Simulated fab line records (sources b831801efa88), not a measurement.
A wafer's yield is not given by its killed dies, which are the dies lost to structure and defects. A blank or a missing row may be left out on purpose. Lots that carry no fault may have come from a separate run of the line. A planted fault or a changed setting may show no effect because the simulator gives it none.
fab line records -- flow sky130
[record] lots = 7, wafers = 21, last_day = 50
route steps=708 shown PAD_OPEN@694
lots with no fault: from the same line, run without faults
start_h: hours from the record's opening day to when the first of the lot's shown wafers began -- wait_h: how many hours have passed since the lot's step before this one -- " the same as in the row above -- L1.1+2: a single row standing in for several wafers -- - no value present, or no start provided -- * or withheld: withheld -- < > ~ a bound
route shown NAME@n: names a module that has steps shown in the file, with the first one's number in the route -- usual: average and standard deviation across the fault-free wafers -- same: alike in all rows -- chamber/n: place in a boat -- sites: each site's reading -- _std_site: the values' standard deviation -- _edge_site: mean of outer sites minus mean of inner sites -- radius_mm: for every site, how far away it sits from the centre of the wafer -- mask NAME#n: copy n -- behind: tool/chamber where the wafer was last shaped -- hold: reason for holding the lot/hours on hold/outcome of the hold -- device: the transistor (n, p or np) that didn't switch -- end of line: the same wafers' tests at the end of the route -- for a step that has no rows: nothing shown but its recipe -- killed: count of dies lost to structure and defects at first sort (not the wafer's yield) -- map: shows each die of a wafer: x if killed, . if not, _ if none is there
set.NAME: the setting the step ran with; set.NAME@STEP: the setting that earlier step ran with -- model.NAME: the simulator's own value behind a step, which no gauge read
lots seen at some steps along the route; tables by step, rows by wafer
services: the hour from which a tool's chamber was out of use, counted from the record's first day as start_h (under 0 if before that day), plus the number of hours and why
[[steps]]
[step SKY_PAD_OPEN_DEHYDRATE_00]
[recipe] temp_c = 200, time_s = 60
[step SKY_PAD_OPEN_HMDS_01]
[recipe] prime_time_s = 60, prime_temp_c = 120
[step SKY_PAD_OPEN_COAT_02]
[recipe] spin_rpm = 2000, resist_thk_nm = 3000
[step SKY_PAD_OPEN_SOFTBAKE_03]
[recipe] temp_c = 110, time_s = withheld
[step SKY_PAD_OPEN_EXPOSE_04]
[recipe] mask_id = PDM, target_cd_nm = 60000, na = 0.57, dose_mj = 260
[step SKY_PAD_OPEN_PEB_05]
[recipe] temp_c = 115, time_s = withheld
[step SKY_PAD_OPEN_DEVELOP_06]
[recipe] develop_time_s = 60, dev_temp_c = 23
[step SKY_PAD_OPEN_ETCH_07]
[recipe] chemistry = CF4/O2, target_depth_nm = 725, stop_on = AlCu, source_w = 800, bias_w = 150, pressure_mtorr = 150, cf4_flow_sccm = 80, O2_flow_sccm = 10, time_s = 161.1
[usual] drypump_motor_current_A = 5.8/0.53, oes_product_au = 0.979/0.0065, throttle_valve_pct = 5.965/0.0094
lot.wafer,tool,chamber,start_h,wait_h,drypump_motor_current_A,oes_product_au,rf_hours_counter_h,throttle_valve_pct
L929.3,rie_diel-04,0,1118.75,-,5.6,0.969,14,5.974
L929.4,rie_diel-04,1,1118.75,-,5.5,0.992,24,5.972
L929.6,rie_diel-04,3,1118.75,-,6.6,0.981,-,5.969
L931.2,rie_diel-04,0,1139.84,-,5.5,0.972,15,5.962
L931.4,rie_diel-04,3,1139.84,-,6.6,0.982,26,5.962
L931.6,rie_diel-04,2,1139.84,-,5.6,0.984,-,5.946
L939.2,rie_diel-04,2,1176.44,-,5.6,0.979,19,5.949
L939.3,rie_diel-04,1,1176.44,-,5.6,0.971,26,5.972
L939.4,rie_diel-04,3,1176.44,-,6.6,0.984,27,5.951
L940.1,rie_diel-03,1,1176.79,-,5.8,0.973,29,5.958
L940.3,rie_diel-03,2,1176.79,-,5.1,0.984,11,5.967
L940.5,rie_diel-03,1,1176.79,-,5.8,0.988,-,5.970
L942.1,rie_diel-04,2,1182.15,-,5.6,0.973,20,5.964
L942.4,rie_diel-04,0,1182.15,-,5.5,0.977,17,5.979
L942.6,rie_diel-04,0,1182.15,-,5.6,0.978,-,5.961
L943.1,rie_diel-03,2,1186.68,-,5.1,0.977,12,5.968
L943.4,rie_diel-03,1,1186.68,-,5.8,0.977,30,5.982
L943.6,rie_diel-03,2,1186.68,-,5.1,0.977,-,5.972
L945.3,rie_diel-04,0,1198.78,-,5.5,0.967,17,5.966
L945.5,rie_diel-04,1,1198.78,-,5.5,0.987,-,5.967
L945.6,rie_diel-04,2,1198.78,-,5.6,0.981,-,5.978
[step SKY_PAD_OPEN_STRIP_08]
[recipe] chemistry = O2/N2, power_w = 1400, pressure_mtorr = 1500, platen_temp_c = withheld, overash_fraction = 0.7, o2_flow_sccm = 3000, n2_flow_sccm = 300
[usual] drypump_motor_current_A = 5.6/0.49, oes_product_au = 0.663/0.0046, strip_time_to_endpoint_s = 37.06/0.099
lot.wafer,tool,chamber,start_h,wait_h,drypump_motor_current_A,oes_product_au,rf_hours_counter_h,strip_time_to_endpoint_s
L929.3,plasma_asher-02,1,1118.89,0.1,5.8,0.661,-,37.20
L929.4,plasma_asher-02,0,1118.89,0.1,6.1,0.662,-,37.18
L929.6,plasma_asher-02,0,1118.89,0.1,6.1,0.667,-,37.09
L931.2,plasma_asher-02,1,1139.95,0.1,5.8,0.657,8,36.90
L931.4,plasma_asher-02,0,1139.95,0.1,6.1,0.660,-,37.01
L931.6,plasma_asher-02,0,1139.95,0.1,6.1,0.663,-,37.00
L939.2,plasma_asher-01,0,1176.55,0.1,5.9,0.663,41,36.99
L939.3,plasma_asher-01,0,1176.55,0.1,5.8,0.666,-,37.00
L939.4,plasma_asher-01,1,1176.55,0.1,4.7,0.661,-,36.98
L940.1,plasma_asher-02,0,1176.90,0.1,6.1,0.658,12,37.11
L940.3,plasma_asher-02,0,1176.90,0.1,6.1,0.665,-,37.16
L940.5,plasma_asher-02,1,1176.90,0.1,5.8,0.662,-,37.05
L942.1,plasma_asher-01,1,1182.26,0.1,4.7,0.666,42,36.90
L942.4,plasma_asher-01,1,1182.26,0.1,4.7,0.663,-,36.87
L942.6,plasma_asher-01,1,1182.26,0.1,4.7,0.665,-,36.94
L943.1,plasma_asher-02,0,1186.79,0.1,6.1,0.661,12,36.95
L943.4,plasma_asher-02,0,1186.79,0.1,6.1,0.654,-,36.89
L943.6,plasma_asher-02,0,1186.79,0.1,6.1,0.663,-,37.09
L945.3,plasma_asher-01,1,1198.92,0.1,4.7,0.664,-,37.00
L945.5,plasma_asher-01,0,1198.92,0.1,5.8,0.661,-,37.08
L945.6,plasma_asher-01,1,1198.92,0.1,4.7,0.666,-,36.93
[step SKY_PAD_OPEN_STRIP_09]
[recipe] chemistry = post_etch_residue_remover, time_s = 1200, temp_c = 72.5
[step SKY_PAD_OPEN_CLEAN_10]
[recipe] chemistry = IPA, time_s = 180, temp_c = 25
[step SKY_PAD_OPEN_CLEAN_11]
[recipe] chemistry = O3/DIW, dry = n2_spin
[step SKY_PAD_OPEN_ANNEAL_12]
[recipe] temp_c = 400, time_s = withheld, ambient = N2/H2, idle_temp_c = 300, ramp_up_c_per_min = 8, ramp_down_c_per_min = 4
[usual] spike_tc_bottom_C = 426.0/1.1, spike_tc_centre_C = 401.5/0.94, spike_tc_lower_C = 400.1/1.1, spike_tc_top_C = 428.6/1.1, spike_tc_upper_C = 399.2/1.2, zone_power_top_pct = 9.48/0.17, zone_power_upper_pct = 4.41/0.11
lot.wafer,tool,chamber,start_h,wait_h,spike_tc_bottom_C,spike_tc_centre_C,spike_tc_lower_C,spike_tc_top_C,spike_tc_upper_C,zone_power_top_pct,zone_power_upper_pct
L929.3,furnace-01,0,1119.45,0.0,426.5,402.3,400.4,430.9,398.2,9.27,4.30
L929.4,furnace-01,0,1119.45,0.0,425.6,401.0,401.0,425.5,399.3,9.49,4.34
L929.6,furnace-01,0,1119.45,0.0,428.6,401.2,398.5,428.6,399.9,9.35,4.38
L931.2,furnace-02,0,1140.55,0.0,424.7,401.7,400.5,428.3,399.4,9.62,4.56
L931.4,furnace-02,0,1140.55,0.0,425.1,401.2,399.5,429.0,399.9,9.69,4.50
L931.6,furnace-02,0,1140.55,0.0,427.9,399.7,401.4,428.4,399.2,9.42,4.57
L939.2,furnace-01,0,1178.03,0.2,389.4,363.9,361.6,390.4,360.8,8.24,3.76
L939.3,furnace-01,0,1178.03,0.2,388.8,365.9,360.8,392.3,360.7,8.21,3.76
L939.4,furnace-01,0,1178.03,0.2,389.1,363.3,362.3,391.8,362.0,8.11,3.75
L940.1,furnace-01,0,1179.53,1.5,387.5,365.6,362.0,393.0,359.4,8.27,3.77
L940.3,furnace-01,0,1179.53,1.5,390.6,364.2,362.4,392.8,360.2,8.12,3.78
L940.5,furnace-01,0,1179.53,1.5,386.2,363.7,359.2,391.5,360.1,8.30,3.70
L942.1,furnace-01,0,1182.98,0.0,388.9,364.2,362.8,393.1,361.8,8.16,3.80
L942.4,furnace-01,0,1182.98,0.0,387.4,363.4,360.2,392.6,360.5,8.16,3.69
L942.6,furnace-01,0,1182.98,0.0,387.4,363.3,361.7,391.2,358.3,8.12,3.81
L943.1,furnace-02,0,1187.43,0.0,425.5,400.2,400.1,428.8,399.9,9.68,4.53
L943.4,furnace-02,0,1187.43,0.0,425.4,400.7,402.0,428.4,400.5,9.66,4.51
L943.6,furnace-02,0,1187.43,0.0,422.9,400.6,399.0,429.5,400.3,9.57,4.48
L945.3,furnace-02,0,1199.54,0.0,426.0,402.3,402.2,429.1,398.6,9.63,4.51
L945.5,furnace-02,0,1199.54,0.0,426.0,402.1,401.2,428.9,401.7,9.66,4.52
L945.6,furnace-02,0,1199.54,0.0,425.9,403.1,400.2,429.3,398.6,9.51,4.56
[step SKY_PAD_OPEN_BOW_MEAS_13]
[recipe] mode = bow
[usual] PAD_OPEN_BOW = 46/7.5
lot.wafer,tool,chamber,start_h,wait_h,PAD_OPEN_BOW[um]
L929.3,film_metro-04,-,1120.99,-,40
L929.4,film_metro-04,-,1120.99,-,51
L929.6,film_metro-04,-,1120.99,-,52
L931.2,film_metro-04,-,1142.07,-,46
L931.4,film_metro-04,-,1142.07,-,49
L931.6,film_metro-04,-,1142.07,-,51
L939.2,film_metro-04,-,1179.55,-,56
L939.3,film_metro-04,-,1179.55,-,57
L939.4,film_metro-04,-,1179.55,-,48
L940.1,film_metro-03,-,1181.03,-,52
L940.3,film_metro-03,-,1181.03,-,53
L940.5,film_metro-03,-,1181.03,-,48
L942.1,film_metro-04,-,1184.48,-,60
L942.4,film_metro-04,-,1184.48,-,55
L942.6,film_metro-04,-,1184.48,-,59
L943.1,film_metro-04,-,1188.93,-,37
L943.4,film_metro-04,-,1188.93,-,33
L943.6,film_metro-04,-,1188.93,-,31
L945.3,film_metro-04,-,1201.08,-,55
L945.5,film_metro-04,-,1201.08,-,31
L945.6,film_metro-04,-,1201.08,-,53
[step SKY_PAD_OPEN_PROBE_99]
[usual] defect_limited_yield = 82.5/1.9, killed_at_M0_to_M3 = 43/7.2, killed_at_M4_up = 3.1/1.8, killed_at_contacts = 24/5.4, killed_at_front_end = 15/4.4, killed_at_other = 0.4/0.56, killed_dies = 86/9.3, killed_open = 47/6.9, killed_short = 39/6.6, sort_bin_3_pad_short = 0.9/0.43, sort_bin_5_function = 10.4/1.5, sort_bin_6_memory = 6.2/1.1, sort_n_pass = 406/9.3, sort_yield_pct = 82.5/1.9
[same] gross_dies = 492, killed_at_back_side = 0, sort_bin_4_leakage[%] = 0, sort_bin_8_speed[%] = 0
lot.wafer,tool,chamber,start_h,wait_h,defect_limited_yield[%],killed_at_M0_to_M3,killed_at_M4_up,killed_at_contacts,killed_at_front_end,killed_at_other,killed_dies,killed_open,killed_short,sort_bin_3_pad_short[%],sort_bin_5_function[%],sort_bin_6_memory[%],sort_n_pass,sort_yield_pct[%],model.etest.diode_ndiff_fingers.leak_log10_a_cm2,model.etest.diode_pdiff_fingers.leak_log10_a_cm2,model.etest.nfet_01v8.off_log10_a_um,model.etest.nfet_01v8_swapped.off_log10_a_um,model.etest.nfet_01v8_turned.off_log10_a_um,model.etest.nfet_g5v0d10v5.off_log10_a_um
L929.3,prober-02,-,1121.17,0.2,86.6,30,1,26,9,0,66,31,35,0.2,7.7,5.5,426,86.6,-6.753,-6.971,-13.28,-13.41,-13.36,-13.88
L929.4,prober-02,-,1121.22,0.2,82.9,50,0,23,11,0,84,53,31,0.6,10.6,5.9,408,82.9,-6.869,-6.542,-13.32,-13.56,-13.3,-13.82
L929.6,prober-02,-,1121.32,0.2,79.7,51,2,32,14,1,100,46,54,1.6,12.8,5.9,392,79.7,-6.602,-6.423,-13.41,-13.4,-13.26,-13.7
L931.2,prober-01,-,1142.22,0.1,84.3,34,1,21,20,1,77,41,35,0.6,10.4,4.7,415,84.3,-6.681,-6.887,-13.32,-13.49,-13.24,-13.83
L931.4,prober-01,-,1142.32,0.2,82.7,37,5,32,10,1,85,47,38,1.4,10.6,5.3,407,82.7,-6.926,-6.422,-13.37,-13.39,-13.37,-13.75
L931.6,prober-01,-,1142.42,0.2,81.9,52,2,29,6,0,89,50,38,0.4,12.0,5.7,403,81.9,-6.697,-6.577,-13.27,-13.37,-13.4,-13.85
L939.2,prober-02,-,1179.70,0.1,81.5,46,1,29,14,1,91,47,43,0.6,12.4,5.5,401,81.5,-6.159,-6.177,-13.31,-13.21,-13.3,-13.63
L939.3,prober-02,-,1179.75,0.2,84.6,37,5,19,15,0,76,43,33,0.4,10.0,5.1,416,84.6,-6.177,-6.392,-13.22,-13.36,-13.23,-13.62
L939.4,prober-02,-,1179.80,0.2,81.9,48,6,19,16,0,89,49,40,0.2,9.6,8.3,403,81.9,-6.332,-6.425,-13.25,-13.31,-13.22,-13.74
L940.1,prober-01,-,1181.15,0.1,82.3,40,5,27,15,0,87,49,38,0.2,12.6,4.9,405,82.3,-6.215,-6.137,-13.21,-13,-13.24,-13.76
L940.3,prober-01,-,1181.25,0.2,82.5,58,0,14,14,0,86,44,42,2.0,8.7,6.7,406,82.5,-6.184,-6.039,-13.31,-13.22,-13.3,-13.7
L940.5,prober-01,-,1181.35,0.2,83.5,47,2,15,17,0,81,52,29,0.6,10.6,5.3,411,83.5,-6.17,-6.255,-13.17,-13.15,-13.26,-13.77
L942.1,prober-01,-,1184.60,0.1,85.0,41,3,20,10,0,74,36,38,1.0,7.5,6.5,418,85.0,-6.568,-6.293,-12.99,-13.23,-13.26,-13.81
L942.4,prober-01,-,1184.75,0.2,83.3,46,2,21,12,1,82,48,34,0.4,10.0,6.3,410,83.3,-6.369,-6.186,-13.23,-13.35,-13.32,-13.8
L942.6,prober-01,-,1184.85,0.2,83.3,36,3,28,14,1,82,52,30,0.4,9.1,7.1,410,83.3,-6.455,-6.449,-13.08,-13.21,-13.17,-13.68
L943.1,prober-02,-,1189.05,0.1,81.7,54,3,19,14,0,90,54,35,0.8,11.4,6.1,402,81.7,-6.404,-6.752,-13.39,-13.4,-13.47,-13.8
L943.4,prober-02,-,1189.20,0.2,80.1,54,0,30,14,0,98,63,35,1.2,11.2,7.5,394,80.1,-6.727,-6.529,-13.39,-13.34,-13.44,-13.91
L943.6,prober-02,-,1189.30,0.2,81.7,47,4,25,14,0,90,51,38,1.0,11.4,5.9,402,81.7,-6.571,-6.577,-13.32,-13.42,-13.43,-13.82
L945.3,prober-02,-,1201.26,0.2,83.7,40,3,19,17,1,80,39,41,1.6,8.5,6.1,412,83.7,-6.79,-6.532,-13.31,-13.47,-13.5,-13.83
L945.5,prober-02,-,1201.36,0.2,84.1,35,4,24,14,1,78,31,47,1.4,9.3,5.1,414,84.1,-6.598,-6.47,-13.29,-13.25,-13.19,-13.84
L945.6,prober-02,-,1201.41,0.2,78.0,63,3,27,14,1,108,56,52,1.2,12.8,7.9,384,78.0,-6.562,-6.6,-13.26,-13.46,-13.38,-13.86
// killed by level:class
L929.3 LI_CONTACT:geometric_particle:open=9 VIA1:geometric_particle:open=7 CONTACT:geometric_particle:open=6 LI_CONTACT:geometric_particle:short=5 VIA1:geometric_particle:short=5 LOCAL_INTERCONNECT:geometric_particle:short=5 METAL2:geometric_particle:short=4 FIELD_ISO:geometric_particle:short=3
L929.4 VIA1:geometric_particle:open=13 CONTACT:geometric_particle:open=9 LI_CONTACT:geometric_particle:open=7 VIA2:geometric_particle:open=7 VIA3:geometric_particle:open=6 VIA1:geometric_particle:short=5 POLY_GATE:geometric_particle:short=4 CONTACT:geometric_particle:short=4
L929.6 VIA1:geometric_particle:open=16 LOCAL_INTERCONNECT:geometric_particle:short=10 CONTACT:geometric_particle:open=9 METAL2:geometric_particle:short=7 CONTACT:geometric_particle:short=6 FIELD_ISO:geometric_particle:short=6 VIA2:geometric_particle:open=6 VIA1:geometric_particle:short=5
L931.2 CONTACT:geometric_particle:open=11 FIELD_ISO:geometric_particle:short=8 VIA1:geometric_particle:open=7 VIA1:geometric_particle:short=6 LI_CONTACT:geometric_particle:open=5 VIA3:geometric_particle:open=5 VIA2:geometric_particle:open=5 METAL2:geometric_particle:short=4
L931.4 CONTACT:geometric_particle:open=14 VIA1:geometric_particle:open=8 CONTACT:geometric_particle:short=7 LI_CONTACT:geometric_particle:open=6 METAL1:geometric_particle:short=6 VIA2:geometric_particle:short=5 VIA2:geometric_particle:open=5 VIA3:geometric_particle:open=5
L931.6 CONTACT:geometric_particle:open=14 VIA1:geometric_particle:open=14 METAL2:geometric_particle:short=11 METAL1:geometric_particle:short=6 VIA3:geometric_particle:open=6 CONTACT:geometric_particle:short=5 VIA2:geometric_particle:open=5 LOCAL_INTERCONNECT:geometric_particle:open=4
L939.2 LI_CONTACT:geometric_particle:open=9 CONTACT:geometric_particle:open=9 METAL1:geometric_particle:short=8 VIA1:geometric_particle:open=8 VIA2:geometric_particle:open=7 CONTACT:geometric_particle:short=7 FIELD_ISO:geometric_particle:short=5 METAL2:geometric_particle:short=5
L939.3 CONTACT:geometric_particle:open=9 METAL2:geometric_particle:short=8 VIA1:geometric_particle:open=6 VIA2:geometric_particle:open=6 LI_CONTACT:geometric_particle:open=5 POLY_GATE:geometric_particle:short=4 FIELD_ISO:geometric_particle:open=4 VIA1:geometric_particle:short=3
L939.4 VIA1:geometric_particle:open=10 CONTACT:geometric_particle:open=10 VIA2:geometric_particle:open=9 VIA1:geometric_particle:short=7 METAL2:geometric_particle:short=7 VIA2:geometric_particle:short=6 METAL1:geometric_particle:short=6 FIELD_ISO:geometric_particle:short=5
L940.1 VIA1:geometric_particle:open=11 LI_CONTACT:geometric_particle:open=8 LOCAL_INTERCONNECT:geometric_particle:short=7 VIA2:geometric_particle:open=7 VIA3:geometric_particle:open=7 FIELD_ISO:geometric_particle:open=5 POLY_GATE:geometric_particle:short=4 METAL4:geometric_particle:short=4
L940.3 VIA1:geometric_particle:open=14 METAL2:geometric_particle:short=10 METAL1:geometric_particle:short=8 VIA2:geometric_particle:open=7 CONTACT:geometric_particle:open=6 VIA1:geometric_particle:short=5 LI_CONTACT:geometric_particle:open=4 VIA3:geometric_particle:short=4
L940.5 VIA2:geometric_particle:open=12 VIA1:geometric_particle:open=11 CONTACT:geometric_particle:open=8 METAL2:geometric_particle:short=7 LI_CONTACT:geometric_particle:open=6 METAL1:geometric_particle:short=6 FIELD_ISO:geometric_particle:short=5 POLY_GATE:geometric_particle:open=5
L942.1 VIA1:geometric_particle:open=10 LI_CONTACT:geometric_particle:open=6 VIA3:geometric_particle:open=6 CONTACT:geometric_particle:open=5 METAL1:geometric_particle:short=5 METAL2:geometric_particle:short=5 FIELD_ISO:geometric_particle:short=4 CONTACT:geometric_particle:short=4
L942.4 VIA1:geometric_particle:open=8 VIA2:geometric_particle:open=8 VIA3:geometric_particle:open=6 CONTACT:geometric_particle:open=6 METAL2:geometric_particle:short=6 VIA2:geometric_particle:short=6 LOCAL_INTERCONNECT:geometric_particle:short=5 LI_CONTACT:geometric_particle:open=5
L942.6 VIA1:geometric_particle:open=11 LI_CONTACT:geometric_particle:open=10 CONTACT:geometric_particle:open=9 METAL2:geometric_particle:short=6 POLY_GATE:geometric_particle:open=4 LI_CONTACT:geometric_particle:short=4 FIELD_ISO:geometric_particle:open=3 LOCAL_INTERCONNECT:geometric_particle:short=3
L943.1 VIA1:geometric_particle:open=19 CONTACT:geometric_particle:open=10 VIA1:geometric_particle:short=8 POLY_GATE:geometric_particle:open=5 FIELD_ISO:geometric_particle:short=4 VIA3:geometric_particle:open=4 VIA2:geometric_particle:open=4 VIA3:geometric_particle:short=4
L943.4 VIA1:geometric_particle:open=16 CONTACT:geometric_particle:open=14 VIA3:geometric_particle:open=9 VIA2:geometric_particle:open=8 LI_CONTACT:geometric_particle:open=7 VIA1:geometric_particle:short=7 METAL1:geometric_particle:short=5 CONTACT:geometric_particle:short=4
L943.6 VIA3:geometric_particle:open=12 VIA1:geometric_particle:open=11 CONTACT:geometric_particle:open=10 LI_CONTACT:geometric_particle:open=7 VIA1:geometric_particle:short=6 FIELD_ISO:geometric_particle:short=5 LOCAL_INTERCONNECT:geometric_particle:short=5 METAL1:geometric_particle:short=4
L945.3 VIA1:geometric_particle:open=6 METAL2:geometric_particle:short=6 VIA3:geometric_particle:open=6 CONTACT:geometric_particle:short=5 CONTACT:geometric_particle:open=5 METAL1:geometric_particle:short=5 POLY_GATE:geometric_particle:short=4 POLY_CUT:geometric_particle:open=4
L945.5 LI_CONTACT:geometric_particle:open=9 METAL1:geometric_particle:short=8 VIA1:geometric_particle:open=7 CONTACT:geometric_particle:short=6 VIA3:geometric_particle:short=6 CONTACT:geometric_particle:open=5 VIA1:geometric_particle:short=5 POLY_GATE:geometric_particle:short=4
L945.6 VIA1:geometric_particle:open=11 METAL2:geometric_particle:short=10 VIA3:geometric_particle:open=9 LI_CONTACT:geometric_particle:open=8 VIA2:geometric_particle:open=8 VIA1:geometric_particle:short=8 CONTACT:geometric_particle:open=6 FIELD_ISO:geometric_particle:open=5
[[services]]
tool,chamber,start_h,hours,kind
plasma_asher-01,-,1100.29,14.6,pm
furnace-01,-,1113.57,4.4,pm
rie_diel-04,1,1136.61,3.0,repair
plasma_asher-01,-,1143.92,6.4,repair
furnace-01,-,1156.33,3.6,pm
furnace-02,-,1175.46,4.3,pm
[[key]]
[first_sign] step = SKY_PAD_OPEN_ANNEAL_12, reading = spike_tc_centre_C, direction = down, sigmas = 40, usual = 401.5, struck = 364.2
[effect] step = SKY_PAD_OPEN_ANNEAL_12, reading = spike_tc_bottom_C, direction = down, sigmas = 36, usual = 426.0, struck = 388.4
[model_effect] step = SKY_PAD_OPEN_PROBE_99, value = etest.diode_ndiff_fingers.leak_log10_a_cm2, without = -6.626, struck = -6.292
met_at SKY_PAD_OPEN_ANNEAL_12
struck_wafers L939.2,L939.3,L939.4,L940.1,L940.3,L940.5,L942.1,L942.4,L942.6
[fault] kind = process_parameter_drift, tool = furnace-01, chamber = -, onset_h = 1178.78, steps = SKY_PAD_OPEN_ANNEAL_12, channel = temp_c, offset = *, shape = step, end_h = 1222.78, acts_in = *, stated = *
